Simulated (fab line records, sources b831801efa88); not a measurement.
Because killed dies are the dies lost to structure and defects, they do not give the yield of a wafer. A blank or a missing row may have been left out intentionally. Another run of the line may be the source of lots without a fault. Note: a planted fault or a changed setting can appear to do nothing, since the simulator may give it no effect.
8D (eight disciplines) problem report, filled in by code / flow gf180mcu / the parts of the form that need people (team, actions taken, sign-off) are left out

== 1. PROBLEM STATEMENT ==
cathode-dc-power-W at GF_M2_SPUTTER_01 reads a mean of 7005.1 W on 1 wafer of 1 lot; wafers without a fault read 6499.9 W with a standard deviation of 1.2. So: +99 or more standard deviations from the usual mean.
The step: material TiN, target thk 30 nm, time 25 s.
Earliest sighting: wafer L922.1 on pvd-sputter-02 at day 22 16:52. At this step, 39 wafers from 13 lots have a number in the record. Rule for "out" (also "out of limits"): further than 4 standard deviations from the usual mean. Any other wafer with a number is counted as sound.

== 2. WHAT IT IS, AND WHAT IT ISN'T ==
question=which readings at this step | is=cathode-dc-power-W | is not=throttle-valve-pct
question=which lots | is=L922 | is not=L910, L911, L912, L913, L914, L915, L917, L918, L927, L930, L931, L932
question=which wafers of those lots | is=L922.1 | is not=L922.4, L922.5
question=read on which tools | is=pvd-sputter-02 | is not=pvd-sputter-01, pvd-sputter-03
question=when | is=from day 22 16:52 | is not=up to then (26 sound wafers); but 12 sound wafers of L927, L930, L931, L932 came after

== 3. SUSPECTS, AND WHAT RULES EACH OUT ==
Counting: any tool at a process step up to the reading remains a suspect provided it ran every lot that is out. Sound lots after the first of them don't rule it out here, since some wafers of a struck lot are sound.
- pvd-sputter-02 at GF_M2_SPUTTER_01 (material TiN, target thk 30 nm, time 25 s): kept. It processed L922, the lot that is out, at day 22 16:52, and its most recent sound lot before then was L918 at day 21 14:04. Its own readings are out on those wafers: cathode-dc-power-W.
Left after counting: pvd-sputter-02 at GF_M2_SPUTTER_01.

== 4. THE CAUSE (what the simulator had put in) ==
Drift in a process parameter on pvd-sputter-02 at GF_M2_SPUTTER_01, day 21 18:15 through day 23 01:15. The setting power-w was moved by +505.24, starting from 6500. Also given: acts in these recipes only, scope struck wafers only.
Only this tool survived the counting.

== 5. THE EFFECT CHAIN, in route order ==
Rows list readings where the struck wafers' mean (over those with a number) sits beyond 3 standard deviations from the usual. Only readings whose record carries a usual standard deviation are examined. hours: median over the lots of the time between each lot's start at the first step of this table that gives one and its start at this step. sigmas: the change, counted in usual standard deviations.
hours=0; step=GF_M2_SPUTTER_01; reading=cathode-dc-power-W; usual=6499.9 W; on struck wafers=7005.1; change=+505.2; sigmas=+99 or more
Process steps it contains:
- GF_M2_SPUTTER_01: material TiN, target thk 30 nm, time 25 s.

== 6. HOW IT WOULD HAVE BEEN CAUGHT EARLIER ==
The fault began at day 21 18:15; the first out-of-limits reading in this record came at day 22 16:52, 23 hours later.
